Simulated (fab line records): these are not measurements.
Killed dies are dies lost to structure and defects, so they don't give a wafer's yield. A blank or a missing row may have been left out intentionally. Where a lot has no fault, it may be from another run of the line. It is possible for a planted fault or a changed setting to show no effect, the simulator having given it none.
Which tool did it? || flow sky130 || 21 wafers sampled from 7 lots at 1 step of a route of 708

## WHAT THE GAUGES SHOWED, per wafer
SKY_SD_N_OVL_MEAS_08.
{"lot": "L700", "measured": "day 29 21:22", "on": "overlay-02", "SD_N_OVL (nm)": "-1.1 0.1 -1.1"}
{"lot": "L702", "measured": "day 30 07:29", "on": "overlay-02", "SD_N_OVL (nm)": "-0.9 -1.7 -1.8"}
{"lot": "L705", "measured": "day 31 14:20", "on": "overlay-01", "SD_N_OVL (nm)": "0.7 0.1 1.5"}
{"lot": "L708", "measured": "day 32 09:58", "on": "overlay-01", "SD_N_OVL (nm)": "-0.6 0.3 0.8"}
{"lot": "L713", "measured": "day 33 23:27", "on": "overlay-02", "SD_N_OVL (nm)": "-0.4 -1.7 0.2"}
{"lot": "L715", "measured": "day 34 16:00", "on": "overlay-02", "SD_N_OVL (nm)": "2.7 1.3 -0.5"}
{"lot": "L717", "measured": "day 35 00:22", "on": "overlay-01", "SD_N_OVL (nm)": "-1.4 -1.6 -1.1"}

## WHICH TOOL RAN EACH LOT (tool, then ch and the chambers of the sampled wafers, then the start)
The record holds no process step before these readings.

## THE ANSWER, worked out from the rows above alone
Rule: the usual values come from the lots themselves. Put in order of their means at a reading, lots are off if they are a third of the lots or fewer, leave a main group of 4 or more, and stand apart from it by a gap of 3 or more times the standard deviation of the main group's means; of several such gaps the widest counts. If all means in a main group match to the digits the tables above print for the reading, that group is not used. A lot without any number at a reading at which 4 lots or more have one is off too. All remaining lots with rows at the step are treated as sound.
Across all readings shown, no lot is off: no conclusion can be drawn from this.

## WHAT THE SIMULATOR PUT IN
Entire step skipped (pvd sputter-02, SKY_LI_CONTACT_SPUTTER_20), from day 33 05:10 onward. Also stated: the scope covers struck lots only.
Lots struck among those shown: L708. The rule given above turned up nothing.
